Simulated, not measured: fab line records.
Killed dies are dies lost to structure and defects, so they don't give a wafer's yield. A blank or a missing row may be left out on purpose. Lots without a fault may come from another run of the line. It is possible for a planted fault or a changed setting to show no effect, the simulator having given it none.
Code-filled problem report in 8D (eight disciplines) form || flow gf180mcu || the parts of the form that need people (team, actions taken, sign-off) are left out

1. PROBLEM STATEMENT
NSD_RS at GF_PSD_RS_MEAS_14 reads a mean of 47.28 ohm/sq on 3 wafers of 1 lot; wafers without a fault read 46.41 ohm/sq with a standard deviation of 0.088. That puts it +9.9 standard deviations away from the usual mean.
The step: measures by four-point-probe.
Seen first at day 18 16:55 on film metro-03, wafer L959.1. The record holds 36 wafers of 12 lots with a number at this step. By rule, "out" or "out of limits" means more than 4 standard deviations away from the usual mean. Any other wafer with a number is counted as sound.

2. WHAT IT IS AND WHAT IT IS NOT
{"question": "which readings at this step", "is": "NSD_RS", "is not": "-"}
{"question": "which lots", "is": "L959", "is not": "L949, L951, L952, L954, L956, L958, L962, L967, L968, L969, L970"}
{"question": "which wafers of those lots", "is": "all that have a number", "is not": "-"}
{"question": "read on which gauges", "is": "film metro-03", "is not": "film metro-01, film metro-02"}
{"question": "when", "is": "from day 18 16:55", "is not": "up to then (18 sound wafers); but 15 sound wafers of L962, L967, L968, L969, L970 came after"}

3. SUSPECTS, AND WHAT RULES EACH OUT
Counting: a tool stays on the suspect list if, at a process step up to the reading, it processed all lots that are out and no sound lot following the first of them.
- ruled out: the gauge at GF_PSD_RS_MEAS_14. All the wafers that are out were read on film metro-03, but those of them that GF_PSD_RTA_13 has rows for are out there too, on other tools.
- rtp anneal-01 at GF_HV_LDD_RTA_52 (time 10 s): ruled out as a lasting fault. Following L959 (day 16 13:39), the first lot on it that is out, the sound lots L962, L968 were run on it.
- rtp anneal-02 at GF_PSD_RTA_13 (time 20 s): kept. It ran the lot that is out, L959 (day 18 16:50), and no sound lot after that; its last sound lot up to then is L958 (day 18 14:26). On those wafers its own readings are out: run length s.
Left after counting: rtp anneal-02 at GF_PSD_RTA_13.

4. THE CAUSE (what the simulator had put in)
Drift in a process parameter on rtp anneal-02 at GF_PSD_RTA_13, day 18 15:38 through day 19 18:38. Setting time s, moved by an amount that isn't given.
This tool alone remained once counting was done.

5. SEQUENCE OF EFFECTS, ordered by route
Each row: a reading whose mean over the struck wafers that have a number lies more than 3 standard deviations from the usual. Only readings for which the record gives a usual standard deviation are gone through. hours: the time from each lot's start at the first step in this table that gives one to its start at this step, as a median over the lots. sigmas: the change in usual standard deviations.
{"hours": 0, "step": "GF_PSD_RTA_13", "reading": "run length s", "usual": "48.8 s", "on struck wafers": 44.7, "change": -4.1, "sigmas": -6.9}
{"hours": 0, "step": "GF_PSD_RS_MEAS_14", "reading": "NSD_RS", "usual": "46.41 ohm/sq", "on struck wafers": 47.28, "change": "+0.87", "sigmas": "+9.9"}
{"hours": 3, "step": "GF_PSD_RS_MEAS_15", "reading": "PSD_RS", "usual": "108.40 ohm/sq", "on struck wafers": 110.65, "change": "+2.25", "sigmas": "+7.7"}
The process steps in it:
- GF_PSD_RTA_13: time 20 s.

6. WHAT WOULD HAVE CAUGHT IT SOONER
In this record the first reading out of limits at a measuring or inspecting step was taken at day 18 16:55, 1 hour after the fault began at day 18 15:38.
Tool's own readings at GF_PSD_RTA_13, run length s: out on all struck wafers the step has rows for; an alarm limit on them would have tripped on the first.
All the lots that are out (1) had begun GF_PSD_RTA_13 on rtp anneal-02 by day 18 16:55. A hold on the tool at that time would have spared none of them.
